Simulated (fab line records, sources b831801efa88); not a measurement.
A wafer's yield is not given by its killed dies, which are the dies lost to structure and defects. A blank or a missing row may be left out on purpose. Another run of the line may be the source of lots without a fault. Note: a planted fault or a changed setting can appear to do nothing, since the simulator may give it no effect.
Comparing a struck lot with a sound one -- flow sky130 -- 16 out of 708 route steps
Sound: wafers L765.1, L765.2, L765.5. Wafers L781.1, L781.2, L781.4 were the ones struck. The cause is given at the end.
Per side, at each step with rows, come the tool, then ch with its chambers, and then its first start. Under that, the readings that differ: sound wafers -- struck wafers -- difference of the means -- sigmas: that difference in standard deviations of wafers without a fault.
alike: readings with means less than 2 such deviations apart, plus words and numbers identical on both sides. not compared: withheld readings, readings lacking a value on some wafer, bounds such as >300 that could conceal the same value, and numbers that have no deviation in the record and whose values overlap.
The two part at a step that has a row with sigmas, a row that says differs or no value, or rows on one side only. Non-overlapping numbers with no deviation appear without sigmas and do not part them. Lack of a reading on every wafer of one side parts them only where that side has two or more wafers.

SKY_VT_ADJUST_HVTP_OVL_MEAS_08:
  sound on overlay-01, day 6 02:28; struck on overlay-02, day 10 04:46
  alike: VT_ADJUST_HVTP_OVL
following that, these wafers have no rows for 1 step: SKY_VT_ADJUST_HVTP_IMPLANT_09.
SKY_VT_ADJUST_HVTP_STRIP_10: strips in O2/N2.
  sound on plasma asher-03 ch 0,1, day 6 02:38; struck on plasma asher-03 ch 0,1, day 10 04:56
  alike: drypump motor current A, oes product au, strip time to endpoint s
  not compared: rf hours counter h
SKY_VT_ADJUST_HVTP_TW_MEAS_11:
  sound on film metro-04, day 6 02:44; struck on film metro-02, day 10 05:02
reading,sound,struck,difference,sigmas
VT_ADJUST_HVTP_TW,1354 1359 1365,1335 1334 1332,-26,-2
then, 7 steps without rows for these wafers: SKY_VT_ADJUST_LVTN_DEHYDRATE_00 (time 60 s); SKY_VT_ADJUST_LVTN_HMDS_01 (prime time 60 s); SKY_VT_ADJUST_LVTN_COAT_02 (resist thk 3000 nm); SKY_VT_ADJUST_LVTN_SOFTBAKE_03; SKY_VT_ADJUST_LVTN_EXPOSE_04 (exposes mask NWM COMPLEMENT LESS NATIVE, target cd 840 nm); SKY_VT_ADJUST_LVTN_PEB_05; SKY_VT_ADJUST_LVTN_DEVELOP_06 (develop time 60 s).
SKY_VT_ADJUST_LVTN_OVL_MEAS_07:
  sound on overlay-02, day 6 22:13; struck on overlay-01, day 11 03:35
reading,sound,struck,difference,sigmas
VT_ADJUST_LVTN_OVL (nm),3.0 3.0 2.3,-2.7 0.4 -1.8,-4.1,-3
SKY_VT_ADJUST_LVTN_IMPLANT_08:
  sound on implanter-01 ch 0, day 6 22:15; struck on implanter-03 ch 0, day 11 03:37
  alike: beam on s, end station pressure torr
SKY_VT_ADJUST_LVTN_STRIP_09: strips in O2/N2.
  sound on plasma asher-01 ch 0,1, day 6 22:24; struck on plasma asher-03 ch 0,1, day 11 03:46
  alike: drypump motor current A, oes product au, strip time to endpoint s
  not compared: rf hours counter h
SKY_VT_ADJUST_LVTN_TW_MEAS_10:
  sound on film metro-03, day 6 22:30; struck on film metro-04, day 11 03:52
  alike: VT_ADJUST_LVTN_TW
  not compared: hold
-- here the record skips 39 days between the struck wafers' starts before and after, leaving off in module VT_ADJUST_LVTN and picking up in module PAD_OPEN (first step shown: number 708 of the route) --
SKY_PAD_OPEN_PROBE_99:
  sound on prober-01, day 46 07:16; struck on prober-01, day 49 23:07
  alike: killed_at_M0_to_M3, killed_at_M4_up, killed at contacts, killed at front end, killed at other, killed dies, killed open, killed short
  not compared: model.etest.nfet_01v8.drive ua um range

## WHERE THEY PART
Earliest at SKY_VT_ADJUST_HVTP_TW_MEAS_11; latest, in this record, at SKY_VT_ADJUST_LVTN_OVL_MEAS_07. Later steps at which nothing parts them and some readings are alike: SKY_VT_ADJUST_LVTN_IMPLANT_08, SKY_VT_ADJUST_LVTN_STRIP_09, SKY_VT_ADJUST_LVTN_TW_MEAS_10, SKY_PAD_OPEN_PROBE_99.

WHY: whatever the simulator had introduced
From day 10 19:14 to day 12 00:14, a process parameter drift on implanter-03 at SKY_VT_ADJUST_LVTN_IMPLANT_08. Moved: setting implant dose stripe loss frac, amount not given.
